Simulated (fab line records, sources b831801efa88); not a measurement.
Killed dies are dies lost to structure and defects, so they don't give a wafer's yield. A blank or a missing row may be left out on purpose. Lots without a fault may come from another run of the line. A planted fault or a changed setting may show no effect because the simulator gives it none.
One fault seen from 2 desks | flow gf180mcu | each desk has only its own numbers; what lay behind them comes last

THE METROLOGY DESK
What the gauges read, lot by lot, whatever tool the lot ran on: means of the sampled wafers that have a number. A lot is out of limits, marked OUT, if its mean lies more than 4 standard deviations from the usual mean; the brackets give that distance.
Columns: A = M1_ALCU_THK at GF_M1_THK_MEAS_06, usual 449 nm; B = M1_OVL at GF_M1_OVL_MEAS_15, usual 0 nm
lot  | first seen here | A   | B
L724 | day 16 02:50    | 449 | -12
L725 | day 16 10:55    | 450 | -2
L731 | day 18 15:20    | 445 | -2
L735 | day 20 09:26    | 454 | 7
L736 | day 20 18:35    | 450 | 0
L738 | day 21 08:40    | 452 | -3
L739 | day 21 12:20    | 446 | 4
L741 | day 22 07:40    | 449 | 7
L742 | day 22 19:26    | 448 | 6
L743 | day 23 02:13    | 451 | -4
L744 | day 23 05:19    | 451 | -7
L745 | day 23 14:23    | 450 | 4
L746 | day 23 22:59    | 450 | -0
L747 | day 24 09:46    | 456 | -10
This desk's finding: nothing out of limits on any of the 14 lots.

THE TOOL OWNER'S DESK: wet_bench-02
The tool's own readings at GF_SAB_WET_ETCH_12 (etches SiO2 in dHF, target depth 22 nm, time 440 s): means of the sampled wafers that have a number, for each lot that ran on this tool. A lot is out of limits, marked OUT, if its mean lies more than 4 standard deviations from the usual mean; the brackets give that distance.
Columns: A = run_length_s at GF_SAB_WET_ETCH_12, usual 468 s; B = temp_c at GF_SAB_WET_ETCH_12, usual 24.99 C
lot  | first seen here | A             | B
L724 | day 15 02:01    | 473           | 24.96
L731 | day 17 12:29    | 273 (-57) OUT | 24.90
L735 | day 19 05:10    | 272 (-58) OUT | 24.99
L744 | day 22 02:46    | 465           | 25.03
This desk's finding: out of limits on L731, L735; first on L731, day 17 12:29 (run_length_s at GF_SAB_WET_ETCH_12). In limits: L724, L744.

PUT TOGETHER
The tool owner's desk could have raised an alarm at day 17 12:29, on L731, L735.
The metrology desk saw nothing out of limits.
The metrology desk has L731, L735 on record, within its limits.
Of the lots named, all ran GF_SAB_WET_ETCH_12 on wet_bench-02.

WHAT THE SIMULATOR HAD PUT IN
Process parameter drift: wet_bench-02, from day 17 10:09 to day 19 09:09, at GF_SAB_WET_ETCH_12. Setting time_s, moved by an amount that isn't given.
Lots struck among those shown: L731, L735.
Hours from the fault's start to each desk's first reading out of limits: the tool owner's desk, 2.
